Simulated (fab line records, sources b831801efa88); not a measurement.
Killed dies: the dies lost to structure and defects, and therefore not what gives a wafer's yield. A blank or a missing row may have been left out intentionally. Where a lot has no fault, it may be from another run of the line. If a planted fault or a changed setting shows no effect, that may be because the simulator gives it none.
Which tool did it? | flow gf180mcu | 34 wafers from 12 lots sampled at 3 of the route's 602 steps

WHAT THE GAUGES READ, wafer by wafer
GF_V4_THK_MEAS_25: measures by xrf.
lot  | measured     | on           | V4_W_THK (nm)
L290 | day 24 06:50 | filmMetro-01 | 348 340 340
L291 | day 24 11:14 | filmMetro-03 | 344 350 346
L293 | day 25 14:44 | filmMetro-01 | 341 346 352
L294 | day 25 19:58 | filmMetro-04 | 348 341 349
L295 | day 26 03:43 | filmMetro-03 | 353 345 354
L296 | day 26 13:32 | filmMetro-04 | 345 344 343
L298 | day 27 13:02 | filmMetro-01 | 347 355 349
L305 | day 29 10:58 | filmMetro-03 | 335 360
L306 | day 29 14:19 | filmMetro-03 | 346 346
L308 | day 30 03:08 | filmMetro-01 | 347 337 337
L309 | day 30 08:31 | filmMetro-01 | 341 347 344
L311 | day 30 23:10 | filmMetro-01 | 347 346 349

GF_MIM_RS_MEAS_10: the measuring method here is four-point-probe.
lot  | measured     | on           | MIM_ALCU_RS (ohm/sq)
L290 | day 24 07:37 | filmMetro-02 | 0.1572 0.1598 0.1601
L291 | day 24 12:01 | filmMetro-01 | 0.1584 0.1587 0.1595
L293 | day 25 15:31 | filmMetro-01 | 0.1563 0.1606 0.1570
L294 | day 25 20:45 | filmMetro-02 | 0.1586 0.1575 0.1565
L295 | day 26 04:30 | filmMetro-02 | 0.1565 0.1602 0.1586
L296 | day 26 14:20 | filmMetro-02 | 0.1626 0.1606 0.1614
L298 | day 27 13:49 | filmMetro-02 | 0.1582 0.1584 0.1602
L305 | day 29 11:44 | filmMetro-02 | 0.1573 0.1571
L306 | day 29 15:06 | filmMetro-03 | 0.1581 0.1609
L308 | day 30 03:56 | filmMetro-03 | 0.1604 0.1612 0.1573
L309 | day 30 09:17 | filmMetro-02 | 0.1580 0.1603 0.1606
L311 | day 30 23:56 | filmMetro-02 | 0.1557 0.1569 0.1573

TOOL THAT RAN EACH LOT (tool first, then ch and the chambers of the sampled wafers, then the start)
lot  | GF_MIM_SPUTTER_09
L290 | pvdSputter-02, day 24 07:34
L291 | pvdSputter-02, day 24 11:58
L293 | pvdSputter-02, day 25 15:29
L294 | pvdSputter-04, day 25 20:42
L295 | pvdSputter-02, day 26 04:28
L296 | pvdSputter-03, day 26 14:16
L298 | pvdSputter-02, day 27 13:46
L305 | pvdSputter-03, day 29 11:43
L306 | pvdSputter-03, day 29 15:04
L308 | pvdSputter-03, day 30 03:52
L309 | pvdSputter-04, day 30 09:16
L311 | pvdSputter-02, day 30 23:55
- GF_MIM_SPUTTER_09: material TiN, target thk 35 nm, time 29.2 s.

WHAT THE TOOLS THEMSELVES READ (means of the sampled wafers that have a number; where no wafer has one, the mark that the record gives instead)
GF_MIM_SPUTTER_09.
lot  | tool          | throttleValvePct (%)
L290 | pvdSputter-02 | 29.4
L291 | pvdSputter-02 | 29.0
L293 | pvdSputter-02 | 30.0
L294 | pvdSputter-04 | 30.0
L295 | pvdSputter-02 | 29.2
L296 | pvdSputter-03 | 29.3
L298 | pvdSputter-02 | 28.8
L305 | pvdSputter-03 | 29.4
L306 | pvdSputter-03 | 29.4
L308 | pvdSputter-03 | 29.1
L309 | pvdSputter-04 | 29.7
L311 | pvdSputter-02 | 29.3

THE ANSWER, worked out from the rows above alone
Rule: usual is defined by the lots themselves. The widest of any qualifying gaps counts: lots, ordered by their means at a reading, are off when they make up no more than a third of the lots, leave a main group of 4 or more, and stand apart from it by 3 or more times the standard deviation of that group's means. If all means in a main group match to the digits the tables above print for the reading, that group is not used. A lot without any number at a reading at which 4 lots or more have one is off too. The other lots that the step has rows for count as sound. First the gauges in route order, then the tools' own readings, where a lot's mean is used as printed above. The first step at which some lot is off is used, and at that step the reading that is off furthest; a lot without a number counts as furthest.
Across all readings shown, no lot is off: no conclusion can be drawn from this.

WHAT THE SIMULATOR PUT IN
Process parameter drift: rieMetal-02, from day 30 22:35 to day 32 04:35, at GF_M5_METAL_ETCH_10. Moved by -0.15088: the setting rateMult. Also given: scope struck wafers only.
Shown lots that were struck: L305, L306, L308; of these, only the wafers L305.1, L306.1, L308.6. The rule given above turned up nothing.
